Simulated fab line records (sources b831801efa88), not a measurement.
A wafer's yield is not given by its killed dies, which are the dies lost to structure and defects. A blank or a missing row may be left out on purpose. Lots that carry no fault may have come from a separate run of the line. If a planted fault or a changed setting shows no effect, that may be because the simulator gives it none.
Split-lot trial | flow sky130 | 23 wafers read from 5 lots, route of 708 steps

== THE SPLIT ==
At SKY_NWELL_IMPLANT_12, the setting energy kev was moved away from the recipe's 120 on 8 of the 23 wafers read, by +3.1% to +4.5%. All remaining wafers had this setting at the recipe value.

Reading taken at the split's own step.

== THE READING ==
In nm, at SKY_NWELL_IMPLANT_12: implant.rp nm, which is the simulator's own figure and was read by no gauge. The file gives no usual value for it. The 15 wafers here that ran the recipe average 146.4 nm, standard deviation 1.9 nm.

wafer  | tool, chamber at the split | energy kev as run | against the recipe | implant.rp nm, nm | against lot-mates on the recipe
L075.1 | implanter-01, 0            | 120               | recipe             | 149.4             | -
L075.2 | implanter-01, 0            | 120               | recipe             | 149.4             | -
L075.5 | implanter-01, 0            | 120               | recipe             | 149.4             | -
L076.1 | implanter-04, 0            | 120               | recipe             | 148.1             | -
L076.3 | implanter-04, 0            | 120               | recipe             | 148.1             | -
L076.6 | implanter-04, 0            | 120               | recipe             | 148.1             | -
L076.4 | implanter-04, 0            | 125.4             | +4.5%              | 155.1             | +7.0
L076.5 | implanter-04, 0            | 125.4             | +4.5%              | 155.1             | +7.0
L077.1 | implanter-04, 0            | 120               | recipe             | 145.3             | -
L077.2 | implanter-04, 0            | 120               | recipe             | 145.3             | -
L077.3 | implanter-04, 0            | 123.7             | +3.1%              | 150               | +4.7
L077.5 | implanter-04, 0            | 123.7             | +3.1%              | 150               | +4.7
L077.6 | implanter-04, 0            | 123.7             | +3.1%              | 150               | +4.7
L082.1 | implanter-01, 0            | 125.1             | +4.2%              | 151.7             | +6.4
L082.4 | implanter-01, 0            | 125.1             | +4.2%              | 151.7             | +6.4
L082.6 | implanter-01, 0            | 125.1             | +4.2%              | 151.7             | +6.4
L082.2 | implanter-01, 0            | 120               | recipe             | 145.3             | -
L082.5 | implanter-01, 0            | 120               | recipe             | 145.3             | -
L083.1 | implanter-04, 0            | 120               | recipe             | 144.6             | -
L083.3 | implanter-04, 0            | 120               | recipe             | 144.6             | -
L083.4 | implanter-04, 0            | 120               | recipe             | 144.6             | -
L083.5 | implanter-04, 0            | 120               | recipe             | 144.6             | -
L083.6 | implanter-04, 0            | 120               | recipe             | 144.6             | -

FIT RESULTS
A straight line over all 23 wafers: implant.rp nm changes by +1.46 nm for each +1% of energy kev; r = +0.84; the points scatter about the line by 1.8 nm.
The same after taking each lot's own level away (the mean of its wafers on the recipe; 23 wafers): +1.53 nm for each +1%; r = +1.00; scatter 0.052 nm.
According to that fit, moving energy kev by its largest amount changes the reading by 6.9 nm.
The span of the lots' own levels, 144.60 to 149.40 nm, comes to 2.5 times the standard deviation stated above.
The two slopes agree, so the slope changes little with the lot-to-lot level.
Check: with one of the wafers moved furthest among these (+4.5%) left out of the fit, the line predicts +6.84 nm for it against its lot-mates. It came out at +7 nm against them.

== THESE WAFERS: OTHER SPLITS ==
Before the reading, these wafers also passed through other splits. Each is held against what the fit with the lots' levels taken away leaves over:
other split on the same wafers | wafers away from the commonest value | r with implant.rp nm (lot level and that fit taken away)
SKY_FIELD_ISO_COAT_07 spin rpm | 9                                    | -0.25

== FILE'S OWN FIT ==
implant.rp nm changes by +1.53 nm for each +1% of energy kev, r = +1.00.
